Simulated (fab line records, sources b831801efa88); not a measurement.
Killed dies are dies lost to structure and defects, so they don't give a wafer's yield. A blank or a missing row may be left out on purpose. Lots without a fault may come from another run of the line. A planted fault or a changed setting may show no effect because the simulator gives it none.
Which tool did it? | flow sky130 | 12 lots, 34 wafers sampled, at 7 steps of a route of 708

WHAT THE GAUGES READ, wafer by wafer
SKY_LI_CONTACT_RS_MEAS_22: measures by four-point-probe. Usual: LI_CONTACT_W_RS 0.285 ohm/sq, standard deviation 0.0032.
lot  | measured     | on            | LI_CONTACT_W_RS (ohm/sq) | flag
L483 | day 29 07:34 | film_metro-02 | 0.292 0.293 0.291        |
L485 | day 30 04:17 | film_metro-01 | 0.281 0.286 0.287        |
L486 | day 30 14:41 | film_metro-02 | 0.285 0.285 0.287        |
L488 | day 31 07:37 | film_metro-03 | 0.283 0.286 0.285        |
L490 | day 31 14:50 | film_metro-01 | 0.287 0.290 0.285        |
L491 | day 32 06:37 | film_metro-01 | 0.287 0.285 0.285        |
L492 | day 32 15:01 | film_metro-02 | 0.283 0.281 0.282        |
L493 | day 32 23:01 | film_metro-01 | 0.286 0.283 0.286        |
L498 | day 35 13:34 | film_metro-01 | 0.219 0.292              | OFF
L501 | day 35 16:20 | film_metro-02 | 0.215 0.283              | OFF
L500 | day 36 00:47 | film_metro-02 | 0.287 0.219 0.219        | OFF
L504 | day 36 10:49 | film_metro-02 | 0.283 0.283 0.284        |

SKY_LI_CONTACT_THK_MEAS_23: measures by xrf. Usual: LI_CONTACT_W_THK 384 nm, standard deviation 5.3.
lot  | measured     | on            | LI_CONTACT_W_THK (nm) | flag
L483 | day 29 07:41 | film_metro-02 | 374 373 374           |
L485 | day 30 04:25 | film_metro-01 | 392 386 386           |
L486 | day 30 14:49 | film_metro-02 | 389 387 383           |
L488 | day 31 07:43 | film_metro-03 | 383 376 379           |
L490 | day 31 14:56 | film_metro-01 | 381 379 383           |
L491 | day 32 06:44 | film_metro-01 | 383 387 385           |
L492 | day 32 15:07 | film_metro-02 | 388 392 391           |
L493 | day 32 23:07 | film_metro-01 | 384 387 384           |
L498 | day 35 13:39 | film_metro-01 | 489 373               | OFF
L501 | day 35 16:25 | film_metro-02 | 509 395               | OFF
L500 | day 36 00:53 | film_metro-02 | 381 493 496           | OFF
L504 | day 36 10:55 | film_metro-02 | 386 386 385           |

SKY_LOCAL_INTERCONNECT_OVL_MEAS_12. Usual: LOCAL_INTERCONNECT_OVL -1 nm, standard deviation 5.3.
lot  | measured     | on         | LOCAL_INTERCONNECT_OVL (nm) | flag
L483 | day 30 12:27 | overlay-02 | -2 -3 -7                    |
L485 | day 31 08:27 | overlay-01 | 2 -9 1                      |
L486 | day 31 19:28 | overlay-01 | 3 1 -2                      |
L488 | day 32 11:32 | overlay-02 | -2 -2 -3                    |
L490 | day 32 18:55 | overlay-02 | 0 -9 -8                     |
L491 | day 33 09:28 | overlay-02 | 5 -9 3                      |
L492 | day 33 18:10 | overlay-01 | 0 -3 0                      |
L493 | day 34 02:46 | overlay-02 | 8 0 -1                      |
L498 | day 36 14:22 | overlay-01 | 10 4                        |
L501 | day 36 17:50 | overlay-02 | -8 -2                       |
L500 | day 37 02:56 | overlay-02 | 0 3 0                       |
L504 | day 37 13:47 | overlay-01 | -5 -9 -7                    |

WHICH TOOL RAN EACH LOT (tool, then ch and the chambers of the sampled wafers, then the start)
lot  | SKY_SD_N_RTA_14                  | SKY_LI_CONTACT_SPUTTER_20    | SKY_LI_CONTACT_CVD_21         | SKY_LI_CONTACT_CMP_24
L483 | rtp_anneal-01 ch 0, day 28 01:19 | pvd_sputter-02, day 29 07:23 | cvd_w-01 ch 1, day 29 07:27   | cmp-02 ch 0,1,3, day 29 07:48
L485 | rtp_anneal-02 ch 0, day 28 22:28 | pvd_sputter-01, day 30 04:06 | cvd_w-01 ch 0,1, day 30 04:10 | cmp-02 ch 0,2, day 30 04:29
L486 | rtp_anneal-01 ch 0, day 29 09:06 | pvd_sputter-03, day 30 14:30 | cvd_w-01 ch 0,1, day 30 14:34 | cmp-02 ch 0,1,3, day 30 14:55
L488 | rtp_anneal-01 ch 0, day 30 01:31 | pvd_sputter-01, day 31 07:25 | cvd_w-01 ch 0,1, day 31 07:28 | cmp-01 ch 1,2,3, day 31 07:46
L490 | rtp_anneal-02 ch 0, day 30 09:28 | pvd_sputter-02, day 31 14:37 | cvd_w-02 ch 0,1, day 31 14:41 | cmp-01 ch 0,1,3, day 31 15:05
L491 | rtp_anneal-02 ch 0, day 31 00:31 | pvd_sputter-02, day 32 06:25 | cvd_w-01 ch 0,1, day 32 06:28 | cmp-02 ch 0,1,2, day 32 06:47
L492 | rtp_anneal-01 ch 0, day 31 09:47 | pvd_sputter-01, day 32 14:48 | cvd_w-01 ch 0,1, day 32 14:52 | cmp-01 ch 0,1, day 32 15:10
L493 | rtp_anneal-02 ch 0, day 31 17:46 | pvd_sputter-02, day 32 22:48 | cvd_w-01 ch 0, day 32 22:52   | cmp-02 ch 0,1, day 32 23:10
L498 | rtp_anneal-02 ch 0, day 34 09:21 | pvd_sputter-02, day 35 13:19 | cvd_w-01 ch 1, day 35 13:25   | cmp-01 ch 0,1, day 35 13:44
L501 | rtp_anneal-01 ch 0, day 34 12:31 | pvd_sputter-01, day 35 16:05 | cvd_w-01 ch 0,1, day 35 16:12 | cmp-02 ch 0,1, day 35 16:38
L500 | rtp_anneal-01 ch 0, day 34 20:32 | pvd_sputter-02, day 36 00:33 | cvd_w-01 ch 0,1, day 36 00:40 | cmp-01 ch 1,2, day 36 00:55
L504 | rtp_anneal-01 ch 0, day 35 07:25 | pvd_sputter-02, day 36 10:36 | cvd_w-02 ch 0,1, day 36 10:40 | cmp-02 ch 1,2, day 36 11:12
- SKY_SD_N_RTA_14: time 2 s.
- SKY_LI_CONTACT_SPUTTER_20: material TiN, target thk 20 nm, time 80 s.
- SKY_LI_CONTACT_CVD_21: deposits W, target thk 400 nm, time 120.56 s.
- SKY_LI_CONTACT_CMP_24: polishes, stops on PSG, t overpolish 20 s, target thk 0 nm.

WHAT THE TOOLS THEMSELVES READ (means of the sampled wafers that have a number; where no wafer has one, the mark that the record gives instead)
SKY_SD_N_RTA_14. Usual: lamp_power_pct 15.73 %, standard deviation 0.052; wafer_temp_C_max 1078.1, standard deviation 1.4.
lot  | tool          | lamp_power_pct (%) | wafer_temp_C_max | flag
L483 | rtp_anneal-01 | 15.78              | 1077.5           |
L485 | rtp_anneal-02 | 15.76              | 1077.7           |
L486 | rtp_anneal-01 | 15.78              | 1078.2           |
L488 | rtp_anneal-01 | 15.66              | 1078.2           |
L490 | rtp_anneal-02 | 15.70              | 1079.1           |
L491 | rtp_anneal-02 | 15.71              | 1077.2           |
L492 | rtp_anneal-01 | 15.66              | 1078.2           |
L493 | rtp_anneal-02 | 15.75              | 1078.3           |
L498 | rtp_anneal-02 | 15.71              | 1077.5           |
L501 | rtp_anneal-01 | 15.77              | 1078.7           |
L500 | rtp_anneal-01 | 15.75              | 1077.9           |
L504 | rtp_anneal-01 | 15.72              | 1079.4           |

SKY_LI_CONTACT_SPUTTER_20. Usual: throttle_valve_pct 30.2 %, standard deviation 0.49.
lot  | tool           | throttle_valve_pct (%) | flag
L483 | pvd_sputter-02 | 29.9                   |
L485 | pvd_sputter-01 | 29.8                   |
L486 | pvd_sputter-03 | 29.9                   |
L488 | pvd_sputter-01 | 30.0                   |
L490 | pvd_sputter-02 | 29.7                   |
L491 | pvd_sputter-02 | 30.3                   |
L492 | pvd_sputter-01 | 30.2                   |
L493 | pvd_sputter-02 | 29.8                   |
L498 | pvd_sputter-02 | 30.5                   |
L501 | pvd_sputter-01 | 30.3                   |
L500 | pvd_sputter-02 | 30.0                   |
L504 | pvd_sputter-02 | 29.7                   |

SKY_LI_CONTACT_CVD_21. Usual: heater_power_w 926 W, standard deviation 70.
lot  | tool     | heater_power_w (W) | flag
L483 | cvd_w-01 | 882                |
L485 | cvd_w-01 | 891                |
L486 | cvd_w-01 | 892                |
L488 | cvd_w-01 | 908                |
L490 | cvd_w-02 | 935                |
L491 | cvd_w-01 | 895                |
L492 | cvd_w-01 | 898                |
L493 | cvd_w-01 | 901                |
L498 | cvd_w-01 | 880                |
L501 | cvd_w-01 | 881                |
L500 | cvd_w-01 | 886                |
L504 | cvd_w-02 | 949                |

SKY_LI_CONTACT_CMP_24. Usual: motor_current_A 11.0 A, standard deviation 1.3; slurry_flow_ml_min 150.1, standard deviation 0.5; time_to_endpoint_s 99 s, standard deviation 6.7.
lot  | tool   | motor_current_A (A) | slurry_flow_ml_min | time_to_endpoint_s (s) | flag
L483 | cmp-02 | 10.4                | 149.8              | 97                     |
L485 | cmp-02 | 10.1                | 150.3              | 100                    |
L486 | cmp-02 | 10.0                | 150.4              | 98                     |
L488 | cmp-01 | 11.7                | 150.2              | 101                    |
L490 | cmp-01 | 12.1                | 150.7              | 102                    |
L491 | cmp-02 | 10.3                | 150.3              | 94                     |
L492 | cmp-01 | 11.3                | 149.8              | 98                     |
L493 | cmp-02 | 9.9                 | 150.3              | 100                    |
L498 | cmp-01 | 11.4                | 149.8              | 112                    |
L501 | cmp-02 | 9.8                 | 150.2              | 112                    |
L500 | cmp-01 | 10.4                | 150.2              | 117                    |
L504 | cmp-02 | 10.2                | 150.6              | 86                     |

THE ANSWER, worked out from the rows above alone
Rule: a lot is off if the mean of its wafers that have a number lies more than 3 standard deviations from the usual mean. A lot without any number at a reading at which 4 lots or more have one is off too. The other lots that the step has rows for count as sound. The gauges are gone through in route order, then the tools' own readings, and for those a lot's mean is taken as printed above. The first step at which some lot is off is used, and at that step the reading that is off furthest; a lot without a number counts as furthest.
Off: L498, L501, L500, at SKY_LI_CONTACT_RS_MEAS_22 (LI_CONTACT_W_RS).
A tool fits if, at a process step before that reading, it ran every lot that is off, and no sound lot after the first of them. The gauges at SKY_LI_CONTACT_RS_MEAS_22 are tried like those tools. One fits: cvd_w-01 at SKY_LI_CONTACT_CVD_21. Its last sound lot is L493 (day 32 22:52), its first lot that is off L498 (day 35 13:25): a fault that began between those two fits.

WHAT THE SIMULATOR HAD PUT IN
Process parameter drift: cvd_w-01, from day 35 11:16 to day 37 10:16, at SKY_LI_CONTACT_CVD_21. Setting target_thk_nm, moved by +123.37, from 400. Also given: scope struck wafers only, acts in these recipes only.
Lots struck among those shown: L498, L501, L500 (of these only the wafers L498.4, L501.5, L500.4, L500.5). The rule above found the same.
